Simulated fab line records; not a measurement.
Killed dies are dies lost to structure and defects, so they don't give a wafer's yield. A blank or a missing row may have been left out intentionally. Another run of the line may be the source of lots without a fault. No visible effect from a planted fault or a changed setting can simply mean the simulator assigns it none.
A struck lot beside a sound one ; flow gf180mcu ; 43 out of 602 route steps
Sound: these wafers, L294.2, L294.4, L294.5. Wafers struck: L292.2, L292.5, L292.6. Last of all comes the cause.
For every step that has rows: the tool of each side, followed by ch and its chambers, followed by its first start. Under that, the readings that differ: sound wafers ; struck wafers ; difference of the means ; sigmas: that difference in standard deviations of wafers without a fault.
alike: same words and numbers on both sides, and readings whose means sit less than 2 such deviations apart. not compared: any withheld reading, any reading some wafer has no value for, any bound like >300 that may hide the same value, and any number with overlapping values for which the record gives no deviation.
A row with sigmas, a row that says differs or no value, or rows on one side alone: a step with any of these is where the two part. Non-overlapping numbers with no deviation appear without sigmas and do not part them. Lack of a reading on every wafer of one side parts them only where that side has two or more wafers.

first, 5 steps without rows for these wafers: GF_MVSD_COAT_02 (resist thk 3000 nm); GF_MVSD_SOFTBAKE_03; GF_MVSD_EXPOSE_04 (exposes mask MVSD, target cd 1000 nm); GF_MVSD_PEB_05; GF_MVSD_DEVELOP_06 (develop time 60 s).
GF_MVSD_OVL_MEAS_07:
  struck on overlay-01, day 6 20:40; sound on overlay-01, day 7 03:01
  alike: MVSD_OVL
then, 2 steps without rows for these wafers: GF_MVSD_IMPLANT_08; GF_MVSD_IMPLANT_09.
GF_MVSD_STRIP_10: strips in O2/N2.
  sound on plasmaAsher-03 ch 0, day 7 03:20; struck on plasmaAsher-04 ch 0,1, day 6 20:59
reading;sound;struck;difference;sigmas
drypumpMotorCurrentA (A);6.5 6.5 6.5;5.4 5.5 5.6;-1.0;-2
  alike: heaterPowerW, oesProductAu, stripTimeToEndpointS
  not compared: rfHoursCounterH
GF_MVSD_TW_MEAS_11:
  struck on filmMetro-02, day 6 21:06; sound on filmMetro-04, day 7 03:27
  alike: MVSD_TW
then, 2 steps without rows for these wafers: GF_MVPSD_DEHYDRATE_00 (time 60 s); GF_MVPSD_HMDS_01 (prime time 60 s).
GF_MVPSD_COAT_02: resist thk 3000 nm.
  struck on lithoTrack-04, day 7 04:02; sound on lithoTrack-04 ch 0, day 7 11:02
  no value came back on the struck wafers for chillPlateTempC (C), dispensePressureKPa (kPa); on the sound wafers chillPlateTempC (C) reads 23.13 23.10 23.01
then, 4 steps without rows for these wafers: GF_MVPSD_SOFTBAKE_03; GF_MVPSD_EXPOSE_04 (exposes mask MVPSD, target cd 1000 nm); GF_MVPSD_PEB_05; GF_MVPSD_DEVELOP_06 (develop time 60 s).
GF_MVPSD_OVL_MEAS_07:
  struck on overlay-01, day 7 12:19; sound on overlay-01, day 7 19:04
reading;sound;struck;difference;sigmas
MVPSD_OVL (nm);2.1 2.4 1.7;- - -;no value on the struck wafers;
then, 2 steps without rows for these wafers: GF_MVPSD_IMPLANT_08; GF_MVPSD_IMPLANT_09.
GF_MVPSD_STRIP_10: strips in O2/N2.
  sound on plasmaAsher-01 ch 0,1, day 7 19:23; struck on plasmaAsher-03 ch 0,1, day 7 12:38
  no value came back on the struck wafers for oesProductAu (a.u.), stripTimeToEndpointS (s); on the sound wafers oesProductAu (a.u.) reads 0.720 0.723 0.723
  alike: drypumpMotorCurrentA, heaterPowerW
  not compared: rfHoursCounterH
GF_MVPSD_TW_MEAS_11:
  struck on filmMetro-02, day 7 12:45; sound on filmMetro-04, day 7 19:30
  alike: MVPSD_TW
then, 7 steps without rows for these wafers: GF_VT_IMPLANT_DEHYDRATE_00 (time 60 s); GF_VT_IMPLANT_HMDS_01 (prime time 60 s); GF_VT_IMPLANT_COAT_02 (resist thk 1000 nm); GF_VT_IMPLANT_SOFTBAKE_03 (time 60 s); GF_VT_IMPLANT_EXPOSE_04 (exposes mask LVPWELL LV AREA, target cd 600 nm); GF_VT_IMPLANT_PEB_05; GF_VT_IMPLANT_DEVELOP_06 (develop time 60 s).
GF_VT_IMPLANT_OVL_MEAS_07:
  struck on overlay-02, day 8 04:01; sound on overlay-01, day 8 11:37
reading;sound;struck;difference;sigmas
VT_IMPLANT_OVL (nm);-0.6 -0.6 -0.1;1.0 2.9 2.5;+2.6;+2
after that, 1 step had no rows for these wafers: GF_VT_IMPLANT_IMPLANT_08.
GF_VT_IMPLANT_STRIP_09: strips in O2/N2.
  sound on plasmaAsher-04 ch 0,1, day 8 11:53; struck on plasmaAsher-02 ch 0,1, day 8 04:11
reading;sound;struck;difference;sigmas
stripTimeToEndpointS (s);12.75 12.68 12.71;12.64 12.65 12.59;-0.09;-3
  alike: drypumpMotorCurrentA, heaterPowerW, oesProductAu
  not compared: rfHoursCounterH
GF_VT_IMPLANT_TW_MEAS_10:
  struck on filmMetro-01, day 8 04:32; sound on filmMetro-02, day 8 12:00
reading;sound;struck;difference;sigmas
VT_IMPLANT_TW;567 568 565;694 692 692;+126;+33
  not compared: hold
then, 6 steps without rows for these wafers: GF_VT_IMPLANT_HMDS_12 (prime time 60 s); GF_VT_IMPLANT_COAT_13 (resist thk 1000 nm); GF_VT_IMPLANT_SOFTBAKE_14 (time 60 s); GF_VT_IMPLANT_EXPOSE_15 (exposes mask Nwell LV AREA, target cd 860 nm); GF_VT_IMPLANT_PEB_16; GF_VT_IMPLANT_DEVELOP_17 (develop time 60 s).
GF_VT_IMPLANT_OVL_MEAS_18:
  struck on overlay-01, day 8 20:34; sound on overlay-02, day 9 03:58
  alike: VT_IMPLANT_01_OVL
after that, 1 step had no rows for these wafers: GF_VT_IMPLANT_IMPLANT_19.
GF_VT_IMPLANT_TW_MEAS_21:
  struck on filmMetro-02, day 8 21:04; sound on filmMetro-01, day 9 04:15
reading;sound;struck;difference;sigmas
VT_IMPLANT_2_TW;1212 1213 1213;1248 1250 1256;+39;+4
  not compared: hold
GF_VT_IMPLANT_TW_MEAS_32:
  struck on filmMetro-03, day 9 13:25; sound on filmMetro-03, day 9 21:24
reading;sound;struck;difference;sigmas
VT_IMPLANT_3_TW;268.1 267.3 268.2;571.7 569.0 571.1;+302.7;+99 or more
  not compared: hold

## WHERE THEY PART
At GF_MVSD_STRIP_10 first; at GF_VT_IMPLANT_TW_MEAS_32 last (within this record only).

WHY: the cause the simulator had injected
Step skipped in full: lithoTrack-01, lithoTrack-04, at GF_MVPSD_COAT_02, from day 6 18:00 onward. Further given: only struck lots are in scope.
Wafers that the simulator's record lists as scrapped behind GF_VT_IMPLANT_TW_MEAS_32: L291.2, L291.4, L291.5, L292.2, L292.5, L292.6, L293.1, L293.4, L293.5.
